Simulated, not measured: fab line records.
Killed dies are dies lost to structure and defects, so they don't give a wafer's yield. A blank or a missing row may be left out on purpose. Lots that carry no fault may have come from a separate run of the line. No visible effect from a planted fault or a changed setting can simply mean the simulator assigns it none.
Problem report in the 8D (eight disciplines) form, filled by code	flow sky130	the parts of the form that need people (team, actions taken, sign-off) are left out

1. PROBLEM STATEMENT
Wafers without a fault read 0.854 a.u., standard deviation 0.0045; oes-product-au at SKY_VIA1_ETCH_14 reads a mean of 0.989 a.u. on 2 wafers belonging to 2 lots. That is +30 standard deviations from the usual mean.
The step: etches BARC in N2/H2, stops on SiO2, time 45.9 s, target depth 60 nm.
The first sign was on wafer L806.4 at day 35 20:46, on rie-diel-02. The record has a number at this step for 40 wafers belonging to 14 lots. The rule behind "out" and "out of limits": a value lying over 4 standard deviations away from the usual mean. All remaining wafers that have a number are taken as sound.

2. WHAT IT IS; WHAT IT IS NOT
question	is	is not
which readings at this step	oes-product-au, run-length-s	drypump-motor-current-A, n2-flow-sccm, throttle-valve-pct
which lots	L806, L808	L800, L801, L802, L803, L804, L817, L818, L819, L820, L821, L822, L823
which wafers of those lots	L806.4, L808.4	L806.2, L808.2
read on which tools	rie-diel-02	rie-diel-04
when	from day 35 20:46	up to then (16 sound wafers); but 22 sound wafers of L808, L817, L818, L819, L820, L821, L822, L823 came after

3. SUSPECTS, AND WHAT RULES EACH OUT
Counting: any tool at a process step up to the reading remains a suspect provided it ran every lot that is out. Sound lots after the first of them don't rule it out here, since some wafers of a struck lot are sound.
- rie-diel-02 at SKY_VIA1_ETCH_14 (etches BARC in N2/H2, stops on SiO2, time 45.9 s, target depth 60 nm): kept. It processed each lot that is out (first: L806, day 35 20:46); up to then, its last sound lot is L804 (day 35 05:17). Its own oes-product-au, run-length-s readings are out on those wafers.
Remaining after the count: rie-diel-02 at SKY_VIA1_ETCH_14.

4. THE CAUSE (what the simulator had put in)
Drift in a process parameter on rie-diel-02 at SKY_VIA1_ETCH_14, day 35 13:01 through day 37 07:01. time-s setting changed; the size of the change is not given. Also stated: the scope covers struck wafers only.
Counting left only this tool.

5. SEQUENCE OF EFFECTS, ordered by route
Each row: a reading whose mean over the struck wafers that have a number lies more than 3 standard deviations from the usual. Only readings for which the record gives a usual standard deviation are gone through. hours: the time from each lot's start at the first step in this table that gives one to its start at this step, as a median over the lots. sigmas: the change in usual standard deviations.
hours	step	reading	usual	on struck wafers	change	sigmas
0	SKY_VIA1_ETCH_14	oes-product-au	0.854 a.u.	0.989	+0.135	+30
0	SKY_VIA1_ETCH_14	run-length-s	74.2 s	66.3	-7.9	-16
0	SKY_VIA1_STRIP_16	strip-time-to-endpoint-s	4.442 s	4.522	+0.080	+3.4
Its process steps:
- SKY_VIA1_ETCH_14: etches BARC in N2/H2, stops on SiO2, time 45.9 s, target depth 60 nm.
- SKY_VIA1_STRIP_16: strips in O2/N2.

6. WHAT WOULD HAVE CAUGHT IT SOONER
8 hours passed between the start of the fault at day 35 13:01 and the first reading out of limits in this record, taken at day 35 20:46.
